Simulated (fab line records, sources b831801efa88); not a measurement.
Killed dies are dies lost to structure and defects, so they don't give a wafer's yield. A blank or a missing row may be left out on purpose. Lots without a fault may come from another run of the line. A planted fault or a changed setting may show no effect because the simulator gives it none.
Chamber matching | flow gf180mcu | GF_V4_CMP_04 on cmp-02: 4 sister chambers
The step polishes SiO2. 14 wafers are shown with their chamber, then 7 later ones without.

WAFERS WITH THEIR CHAMBER
wafer  | chamber | motor_current_A (A) | time_to_endpoint_s (s)
L844.1 | 0       | 11.4                | 80
L844.3 | 2       | 11.8                | 83
L844.5 | 2       | 12.1                | 86
L846.3 | 0       | 11.4                | 79
L846.5 | 0       | 10.4                | 79
L846.6 | 1       | 12.7                | 80
L850.3 | 1       | 12.3                | 84
L850.4 | 0       | 11.7                | 84
L850.5 | 3       | 14.2                | 89
L851.1 | 1       | 12.8                | 85
L851.3 | 3       | 14.7                | 83
L851.6 | 1       | 12.0                | 92
L852.3 | 2       | 12.1                | 77
L852.5 | 3       | 14.7                | 81

SIGNATURES (means of the wafers above)
reading            | chamber 0 | chamber 1 | chamber 2 | chamber 3 | scatter within a chamber
motor_current_A    | 11.225    | 12.450    | 12.000    | 14.533    | 0.401
time_to_endpoint_s | 80.50     | 85.25     | 82.00     | 84.33     | 4.1
Rule: a wafer's distance from a chamber is the root of the sum, over the readings, of the square of ((its reading less the chamber's mean) divided by the reading's scatter). The wafer belongs to the nearest chamber; if the next one is less than 2 further off, it can't be placed. The scatter: the root of (the sum of the squares of (reading less its chamber's mean) over the shown wafers, divided by (wafers less chambers)).

WAFERS WITHOUT THEIR CHAMBER
wafer  | motor_current_A (A) | time_to_endpoint_s (s)
L852.6 | 11.5                | 84
L856.1 | 12.1                | 78
L856.5 | 13.9                | 82
L856.6 | 11.7                | 79
L866.4 | 12.1                | 85
L866.5 | 12.5                | 84
L866.6 | 12.3                | 86

WHICH CHAMBER EACH WENT THROUGH
wafer  | from the rows above          | in truth
L852.6 | can't be placed: 0 or 2 or 1 | 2
L856.1 | can't be placed: 2 or 1 or 0 | 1
L856.5 | 3                            | 3
L856.6 | can't be placed: 2 or 0 or 1 | 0
L866.4 | can't be placed: 2 or 1 or 0 | 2
L866.5 | can't be placed: 1 or 2      | 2
L866.6 | can't be placed: 1 or 2      | 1
Placed correctly: 1 of 7. Can't be placed from these rows: 6 (the true chamber is among the candidates in 6). Placed wrongly: 0.
